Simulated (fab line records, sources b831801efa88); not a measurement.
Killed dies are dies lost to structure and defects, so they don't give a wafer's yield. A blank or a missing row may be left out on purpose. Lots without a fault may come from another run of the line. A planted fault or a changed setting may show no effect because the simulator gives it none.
Which tool did it? | flow gf180mcu | 6 lots, 18 wafers sampled, at 2 steps of a route of 602

WHAT THE GAUGES READ, wafer by wafer
GF_DUAL_GATE_THK_MEAS_03.
lot  | measured     | on            | DUAL_GATE_OXIDATION_00_THK (nm)
L339 | day 8 01:23  | film_metro-02 | 10.85 10.77 10.93
L347 | day 9 17:14  | film_metro-03 | 10.69 10.51 10.69
L352 | day 11 00:34 | film_metro-02 | 12.13 12.06 11.83
L354 | day 11 14:19 | film_metro-01 | 12.57 12.45 12.49
L359 | day 13 03:53 | film_metro-03 | 10.75 10.81 10.50
L361 | day 13 14:50 | film_metro-01 | 10.91 10.70 10.86

WHICH TOOL RAN EACH LOT (tool, then ch and the chambers of the sampled wafers, then the start)
lot  | GF_DUAL_GATE_OXIDATION_02
L339 | furnace-02 ch 0, day 7 23:56
L347 | furnace-01 ch 0, day 9 15:46
L352 | furnace-02 ch 0, day 10 23:07
L354 | furnace-02 ch 0, day 11 12:52
L359 | furnace-01 ch 0, day 13 02:26
L361 | furnace-01 ch 0, day 13 13:22
- GF_DUAL_GATE_OXIDATION_02: stabilise 600 s, purge 300 s, target thk 10.887 nm.

THE ANSWER, worked out from the rows above alone
Rule: what is usual is taken from the lots themselves. Put in order of their means at a reading, lots are off if they are a third of the lots or fewer, leave a main group of 4 or more, and stand apart from it by a gap of 3 or more times the standard deviation of the main group's means; of several such gaps the widest counts. A main group whose means are all the same, to the digits that the tables above print for the reading, isn't used. A lot without any number at a reading at which 4 lots or more have one is off too. The other lots that the step has rows for count as sound.
Off: L352, L354, at GF_DUAL_GATE_THK_MEAS_03 (DUAL_GATE_OXIDATION_00_THK). The main group: mean 10.75 nm, standard deviation 0.092.
A tool fits if, at a process step before that reading, it ran every lot that is off, and no sound lot after the first of them. The gauges at GF_DUAL_GATE_THK_MEAS_03 are tried like those tools. One fits: furnace-02 at GF_DUAL_GATE_OXIDATION_02. Its last sound lot is L339 (day 7 23:56), its first lot that is off L352 (day 10 23:07): a fault that began between those two fits.

WHAT THE SIMULATOR HAD PUT IN
Process parameter drift: furnace-02, from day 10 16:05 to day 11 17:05, at GF_DUAL_GATE_OXIDATION_02. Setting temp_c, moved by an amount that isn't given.
Lots struck among those shown: L352, L354. The rule above found the same.
